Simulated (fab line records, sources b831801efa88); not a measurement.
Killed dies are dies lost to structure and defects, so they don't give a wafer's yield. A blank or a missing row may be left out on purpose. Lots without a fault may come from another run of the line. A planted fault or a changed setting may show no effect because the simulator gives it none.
Tool commonality check | flow gf180mcu | 12 lots, 35 wafers sampled

WHY IT WAS OPENED
At GF_V5_CD_MEAS_14 the reading cd_nm is flagged on 4 of 12 lots. Wafers without a fault read 260.2 nm, standard deviation 1.4.
Rule: a lot is flagged when every wafer of it that has a number lies more than 4 standard deviations from that mean, or none has a number. The other lots count as sound.

lot  | measured     | on        | cd_nm (nm), wafer by wafer | flag
L673 | day 27 04:26 | cd_sem-01 | 259.4 259.8 259.6          |
L676 | day 28 05:51 | cd_sem-01 | 261.2 260.1 258.9          |
L678 | day 28 20:04 | cd_sem-02 | 262.2 262.1 261.5          |
L679 | day 29 02:25 | cd_sem-02 | 259.3 258.4 258.2          |
L682 | day 30 03:13 | cd_sem-02 | 260.4 260.2 261.0          |
L683 | day 30 06:07 | cd_sem-02 | 262.0 261.9 261.9          |
L684 | day 30 19:43 | cd_sem-02 | 258.9 259.8 258.0          |
L685 | day 30 23:10 | cd_sem-01 | 258.1 259.1 257.7          |
L687 | day 31 09:58 | cd_sem-01 | 274.2 274.2                | FLAGGED
L688 | day 31 14:25 | cd_sem-01 | 272.3 273.3 272.5          | FLAGGED
L689 | day 31 20:43 | cd_sem-01 | 271.6 270.3 270.4          | FLAGGED
L690 | day 32 06:16 | cd_sem-02 | 267.5 267.5 267.3          | FLAGGED
The numbers of the flagged lots are 271.0 nm on average: +10.8 nm against the usual, or +8 standard deviations.

WHICH TOOL RAN EACH LOT
The record holds 3 process steps before the reading, out of a route of 602 steps. In each cell: the tool, then ch and the chambers that the sampled wafers went through, then the start.
lot  | flag    | GF_M3_METAL_ETCH_16               | GF_V5_CVD_02                    | GF_V5_EXPOSE_11
L673 |         | rie_metal-03 ch 0,1, day 21 11:31 | pecvd-03 ch 0,1,2, day 26 08:16 | krf_scanner-02 ch 0, day 26 19:02
L676 |         | rie_metal-01 ch 0,1, day 22 13:01 | pecvd-01 ch 1,2, day 27 09:49   | krf_scanner-02 ch 0, day 27 19:59
L678 |         | rie_metal-02 ch 0, day 23 06:57   | pecvd-03 ch 0,1,2, day 28 00:16 | krf_scanner-01 ch 0, day 28 10:29
L679 |         | rie_metal-03 ch 0,1, day 23 12:38 | pecvd-02 ch 1,2, day 28 05:59   | krf_scanner-02 ch 0, day 28 16:29
L682 |         | rie_metal-01 ch 0, day 24 19:31   | pecvd-02 ch 0,2, day 29 08:04   | krf_scanner-01 ch 0, day 29 17:49
L683 |         | rie_metal-01 ch 0,1, day 24 23:43 | pecvd-02 ch 0,1,2, day 29 11:07 | krf_scanner-01 ch 0, day 29 21:29
L684 |         | rie_metal-02 ch 0,1, day 25 12:54 | pecvd-03 ch 0,2, day 30 00:44   | krf_scanner-02 ch 0, day 30 10:18
L685 |         | rie_metal-03 ch 0,1, day 25 18:35 | pecvd-01 ch 1,2, day 30 04:47   | krf_scanner-02 ch 0, day 30 14:28
L687 | FLAGGED | rie_metal-03 ch 0,1, day 26 08:55 | pecvd-03 ch 0,1, day 30 15:37   | krf_scanner-02 ch 0, day 31 01:19
L688 | FLAGGED | rie_metal-03 ch 0,1, day 26 12:56 | pecvd-01 ch 0,1,2, day 30 20:35 | krf_scanner-02 ch 0, day 31 05:22
L689 | FLAGGED | rie_metal-02 ch 0,1, day 26 19:57 | pecvd-01 ch 0,2, day 31 02:38   | krf_scanner-02 ch 0, day 31 12:04
L690 | FLAGGED | rie_metal-01 ch 0,1, day 27 09:22 | pecvd-03 ch 0,1,2, day 31 13:28 | krf_scanner-02 ch 0, day 31 22:07
What these steps do:
- GF_M3_METAL_ETCH_16: etches the open film in Cl2/BCl3, stops on SiO2, target depth 750.8 nm, time 125.1 s.
- GF_V5_CVD_02: deposits SiO2 from TEOS, target thk 1450 nm, time 163.28 s.
- GF_V5_EXPOSE_11: exposes mask Via5, target cd 260 nm.
- GF_V5_CD_MEAS_14: target cd 260 nm.

FLAGGED OVER TOTAL, TOOL BY TOOL (the gauges that took the reading come last)
step                | tool           | lots run | flagged | share of the flagged lots | sound lots run after its first flagged lot
GF_M3_METAL_ETCH_16 | rie_metal-01   | 4        | 1       | some                      | 0
GF_M3_METAL_ETCH_16 | rie_metal-02   | 3        | 1       | some                      | 0
GF_M3_METAL_ETCH_16 | rie_metal-03   | 5        | 2       | some                      | 0
GF_V5_CVD_02        | pecvd-01       | 4        | 2       | some                      | 0
GF_V5_CVD_02        | pecvd-02       | 3        | 0       | none                      | -
GF_V5_CVD_02        | pecvd-03       | 5        | 2       | some                      | 0
GF_V5_EXPOSE_11     | krf_scanner-01 | 3        | 0       | none                      | -
GF_V5_EXPOSE_11     | krf_scanner-02 | 9        | 4       | all                       | 0
GF_V5_CD_MEAS_14    | cd_sem-01      | 6        | 3       | some                      | 0
GF_V5_CD_MEAS_14    | cd_sem-02      | 6        | 1       | some                      | 0

WHAT THE TABLE ALLOWS
1 row of the table ran every flagged lot: krf_scanner-02 at GF_V5_EXPOSE_11.
- krf_scanner-02 at GF_V5_EXPOSE_11: 4 of its 9 lots flagged. Its last sound lot is L685 (day 30 14:28), its first flagged lot L687 (day 31 01:19): a fault that began between those two fits. Its own readings lie more than 4 standard deviations out on every wafer of the flagged lots: exposure_dose_mJ_cm2.
One tool is left: krf_scanner-02 at GF_V5_EXPOSE_11.

WHAT THE SIMULATOR HAD PUT IN
Process parameter drift: krf_scanner-02, from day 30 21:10 on, at GF_V5_EXPOSE_11. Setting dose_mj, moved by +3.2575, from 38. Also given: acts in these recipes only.
Lots struck among those shown: L687, L688, L689, L690. The rule above found the same.
